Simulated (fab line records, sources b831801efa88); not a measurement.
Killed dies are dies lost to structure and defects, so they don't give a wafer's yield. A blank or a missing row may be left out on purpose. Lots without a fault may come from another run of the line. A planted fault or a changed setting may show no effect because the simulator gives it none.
Problem report in the 8D (eight disciplines) form, filled by code | flow gf180mcu | the parts of the form that need people (team, actions taken, sign-off) are left out

1. THE PROBLEM
n2_flow_sccm at GF_V5_STRIP_18 reads a mean of 241.6 sccm on 2 wafers of 2 lots; wafers without a fault read 299.9 sccm with a standard deviation of 0.85. That is -69 standard deviations from the usual mean.
The step: strips in O2/N2.
First seen on wafer L755.5, day 31 13:30, on plasma_asher-04. The record holds 38 wafers of 13 lots with a number at this step. Rule for "out", or "out of limits": more than 4 standard deviations from the usual mean. The other wafers with a number count as sound.

2. WHAT IT IS AND WHAT IT IS NOT
question                    | is                | is not
which readings at this step | n2_flow_sccm      | drypump_motor_current_A, heater_power_w, oes_product_au
which lots                  | L755, L758        | L742, L744, L746, L747, L748, L753, L756, L760, L761, L762, L763
which wafers of those lots  | L755.5, L758.2    | L755.1, L758.1, L758.5
read on which tools         | plasma_asher-04   | plasma_asher-02, plasma_asher-03
when                        | from day 31 13:30 | up to then (19 sound wafers); but 17 sound wafers of L756, L758, L760, L761, L762, L763 came after

3. SUSPECTS, AND WHAT RULES EACH OUT
Counting: a tool at a process step up to the reading stays a suspect if it ran every lot that is out. Sound lots after the first of them don't rule it out here, since some wafers of a struck lot are sound.
- plasma_asher-04 at GF_V5_STRIP_18 (strips in O2/N2): kept. It ran every lot that is out, first L755 (day 31 13:30); its last sound lot up to then is L753 (day 30 19:53). Its own readings are out on those wafers: n2_flow_sccm.
- Within plasma_asher-04 at GF_V5_STRIP_18: the wafers that are out ran in chamber 1; their sound lot-mates ran in chamber 0.
Left after counting: plasma_asher-04 at GF_V5_STRIP_18.

4. THE CAUSE (what the simulator had put in)
Process parameter drift: plasma_asher-04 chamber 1, from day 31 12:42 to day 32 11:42, at GF_V5_STRIP_18. Setting n2_flow_sccm, moved by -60, from 300. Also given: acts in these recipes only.
Counting left only this tool.

5. THE CHAIN OF EFFECTS, in route order
Each row: a reading whose mean over the struck wafers that have a number lies more than 3 standard deviations from the usual. Only readings for which the record gives a usual standard deviation are gone through. hours: the time from each lot's start at the first step in this table that gives one to its start at this step, as a median over the lots. sigmas: the change in usual standard deviations.
hours | step           | reading      | usual      | on struck wafers | change | sigmas
0     | GF_V5_STRIP_18 | n2_flow_sccm | 299.9 sccm | 241.6            | -58.3  | -69
The process steps in it:
- GF_V5_STRIP_18: strips in O2/N2.

6. WHAT WOULD HAVE CAUGHT IT SOONER
In this record the first reading out of limits was taken at day 31 13:30, 1 hour after the fault began at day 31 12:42.
